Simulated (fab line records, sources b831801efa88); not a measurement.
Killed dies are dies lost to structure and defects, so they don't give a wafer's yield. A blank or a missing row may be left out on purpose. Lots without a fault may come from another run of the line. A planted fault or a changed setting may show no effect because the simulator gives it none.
Which tool did it? | flow sky130 | 6 lots, 18 wafers sampled, at 2 steps of a route of 708

WHAT THE GAUGES READ, wafer by wafer
SKY_VT_ADJUST_LVTN_OVL_MEAS_07.
lot  | measured     | on         | VT_ADJUST_LVTN_OVL (nm)
L524 | day 7 16:06  | overlay-01 | -1.7 -0.5 -1.5
L527 | day 8 07:43  | overlay-01 | -2.1 -1.5 -0.2
L528 | day 8 15:53  | overlay-01 | -1.5 -3.2 -1.7
L531 | day 9 13:20  | overlay-01 | -1.9 1.0 -0.9
L537 | day 11 21:50 | overlay-01 | -1.5 -1.4 -1.0
L545 | day 13 11:52 | overlay-02 | -0.9 -2.1 -1.2

WHICH TOOL RAN EACH LOT (tool, then ch and the chambers of the sampled wafers, then the start)
lot  | SKY_VT_ADJUST_HVTP_STRIP_10
L524 | plasma_asher-03 ch 0,1, day 6 21:56
L527 | plasma_asher-02 ch 0,1, day 7 11:20
L528 | plasma_asher-03 ch 0,1, day 7 19:05
L531 | plasma_asher-04 ch 0,1, day 8 15:53
L537 | plasma_asher-04 ch 0,1, day 10 22:02
L545 | plasma_asher-02 ch 1, day 12 10:17
- SKY_VT_ADJUST_HVTP_STRIP_10: strips in O2/N2.

THE ANSWER, worked out from the rows above alone
Rule: what is usual is taken from the lots themselves. Put in order of their means at a reading, lots are off if they are a third of the lots or fewer, leave a main group of 4 or more, and stand apart from it by a gap of 3 or more times the standard deviation of the main group's means; of several such gaps the widest counts. A main group whose means are all the same, to the digits that the tables above print for the reading, isn't used. A lot without any number at a reading at which 4 lots or more have one is off too. The other lots that the step has rows for count as sound.
No lot is off at any reading shown: from this, nothing can be told.

WHAT THE SIMULATOR HAD PUT IN
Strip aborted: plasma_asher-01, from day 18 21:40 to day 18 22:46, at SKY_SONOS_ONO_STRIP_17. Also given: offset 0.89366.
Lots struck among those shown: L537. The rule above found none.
